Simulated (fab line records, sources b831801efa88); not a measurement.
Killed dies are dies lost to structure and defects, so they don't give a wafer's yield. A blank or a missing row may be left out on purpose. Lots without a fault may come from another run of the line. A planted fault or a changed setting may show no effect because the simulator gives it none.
Which tool did it? | flow gf180mcu | 14 lots, 42 wafers sampled, at 4 steps of a route of 602

WHAT THE GAUGES READ, wafer by wafer
GF_HV_LDD_CD_MEAS_31: target cd 400 nm.
lot  | measured     | on        | cd_nm (nm)
L735 | day 12 05:16 | cd_sem-02 | 400.6 398.1 397.8
L736 | day 12 08:13 | cd_sem-02 | 396.4 396.9 395.3
L737 | day 12 18:33 | cd_sem-01 | 399.8 401.8 403.0
L739 | day 13 07:55 | cd_sem-01 | 400.6 401.6 401.6
L743 | day 14 14:13 | cd_sem-01 | 401.0 401.9 402.3
L745 | day 15 04:58 | cd_sem-01 | 400.3 398.9 400.3
L746 | day 15 10:28 | cd_sem-01 | 397.2 397.4 397.8
L748 | day 16 02:37 | cd_sem-02 | 398.7 401.3 401.2
L749 | day 16 08:44 | cd_sem-01 | 403.0 404.6 403.0
L750 | day 16 16:08 | cd_sem-01 | 402.5 400.5 400.3
L754 | day 18 01:25 | cd_sem-01 | 399.1 399.6 399.8
L755 | day 18 08:13 | cd_sem-01 | 397.9 400.0 397.3
L756 | day 18 16:05 | cd_sem-02 | 399.5 401.3 399.5
L757 | day 19 01:52 | cd_sem-01 | 397.3 398.6 397.2

GF_NSD_OVL_MEAS_08.
lot  | measured     | on         | NSD_OVL (nm)
L735 | day 14 00:57 | overlay-01 | 2.0 1.4 1.2
L736 | day 14 04:07 | overlay-02 | 0.3 1.9 1.9
L737 | day 14 14:45 | overlay-01 | 1.1 0.7 1.3
L739 | day 15 05:32 | overlay-02 | 3.0 2.8 1.9
L743 | day 16 13:34 | overlay-02 | -0.7 -1.2 -1.1
L745 | day 17 05:56 | overlay-01 | 1.0 0.9 -0.3
L746 | day 17 10:48 | overlay-02 | 1.5 -1.7 0.0
L748 | day 18 04:23 | overlay-02 | 3.1 1.8 -0.1
L749 | day 18 10:47 | overlay-01 | -0.5 0.1 1.4
L750 | day 18 18:30 | overlay-01 | 0.0 0.2 -1.0
L754 | day 20 05:39 | overlay-01 | 1.9 2.4 2.6
L755 | day 20 12:39 | overlay-01 | 1.2 2.7 2.4
L756 | day 20 19:50 | overlay-01 | -0.4 -1.7 -0.2
L757 | day 21 05:41 | overlay-02 | 0.5 2.0 1.3

GF_SAB_THK_MEAS_01.
lot  | measured     | on            | SAB_CVD_00_THK (nm)
L735 | day 14 23:24 | film_metro-02 | 50.5 50.1 50.7
L736 | day 15 02:17 | film_metro-03 | 50.0 49.5 50.5
L737 | day 15 13:26 | film_metro-02 | 50.0 50.7 51.5
L739 | day 16 04:42 | film_metro-03 | 50.5 51.1 51.5
L743 | day 17 13:26 | film_metro-03 | 49.8 50.5 49.7
L745 | day 18 06:25 | film_metro-02 | 49.2 49.9 50.8
L746 | day 18 11:13 | film_metro-03 | 34.7 34.7 34.8
L748 | day 19 05:01 | film_metro-02 | 49.0 50.9 49.8
L749 | day 19 12:12 | film_metro-02 | 35.3 36.6 35.5
L750 | day 19 20:40 | film_metro-04 | 48.8 49.7 50.6
L754 | day 21 06:28 | film_metro-04 | 50.6 49.8 49.7
L755 | day 21 13:34 | film_metro-04 | 49.0 49.5 50.0
L756 | day 21 20:47 | film_metro-04 | 50.3 50.5 51.2
L757 | day 22 06:25 | film_metro-04 | 50.2 50.0 50.7

WHICH TOOL RAN EACH LOT (tool, then ch and the chambers of the sampled wafers, then the start)
lot  | GF_SAB_CVD_00
L735 | pecvd-02 ch 0,1,2, day 14 23:23
L736 | pecvd-03 ch 1,2, day 15 02:16
L737 | pecvd-02 ch 1,2, day 15 13:25
L739 | pecvd-02 ch 0,1, day 16 04:40
L743 | pecvd-02 ch 0,1,2, day 17 13:25
L745 | pecvd-04 ch 0,1,2, day 18 06:23
L746 | pecvd-04 ch 0,1,2, day 18 11:12
L748 | pecvd-02 ch 0,2, day 19 04:58
L749 | pecvd-04 ch 1,2, day 19 12:10
L750 | pecvd-02 ch 0,1,2, day 19 20:39
L754 | pecvd-02 ch 0,1,2, day 21 06:25
L755 | pecvd-02 ch 0,2, day 21 13:32
L756 | pecvd-04 ch 0,2, day 21 20:46
L757 | pecvd-03 ch 0,2, day 22 06:23
- GF_SAB_CVD_00: deposits SiO2 from TEOS, target thk 50 nm, time 4.9302 s.

WHAT THE TOOLS THEMSELVES READ (means of the sampled wafers that have a number; where no wafer has one, the mark that the record gives instead)
GF_SAB_CVD_00.
lot  | tool     | heater_power_w (W) | susceptor_temp_C (C)
L735 | pecvd-02 | 719                | 400.02
L736 | pecvd-03 | 635                | 399.74
L737 | pecvd-02 | 701                | 400.15
L739 | pecvd-02 | 696                | 399.88
L743 | pecvd-02 | 686                | 399.94
L745 | pecvd-04 | 628                | 399.95
L746 | pecvd-04 | 646                | 399.94
L748 | pecvd-02 | 718                | 399.89
L749 | pecvd-04 | 649                | 400.17
L750 | pecvd-02 | 677                | 399.90
L754 | pecvd-02 | 701                | 399.96
L755 | pecvd-02 | 661                | 400.03
L756 | pecvd-04 | 586                | 400.04
L757 | pecvd-03 | 649                | 400.11

THE ANSWER, worked out from the rows above alone
Rule: what is usual is taken from the lots themselves. Put in order of their means at a reading, lots are off if they are a third of the lots or fewer, leave a main group of 4 or more, and stand apart from it by a gap of 3 or more times the standard deviation of the main group's means; of several such gaps the widest counts. A main group whose means are all the same, to the digits that the tables above print for the reading, isn't used. A lot without any number at a reading at which 4 lots or more have one is off too. The other lots that the step has rows for count as sound. The gauges are gone through in route order, then the tools' own readings, and for those a lot's mean is taken as printed above. The first step at which some lot is off is used, and at that step the reading that is off furthest; a lot without a number counts as furthest.
Off: L746, L749, at GF_SAB_THK_MEAS_01 (SAB_CVD_00_THK). The main group: mean 50.2 nm, standard deviation 0.43.
A tool fits if, at a process step before that reading, it ran every lot that is off, and no sound lot after the first of them. The gauges at GF_SAB_THK_MEAS_01 are tried like those tools. None of those tried fits.

WHAT THE SIMULATOR HAD PUT IN
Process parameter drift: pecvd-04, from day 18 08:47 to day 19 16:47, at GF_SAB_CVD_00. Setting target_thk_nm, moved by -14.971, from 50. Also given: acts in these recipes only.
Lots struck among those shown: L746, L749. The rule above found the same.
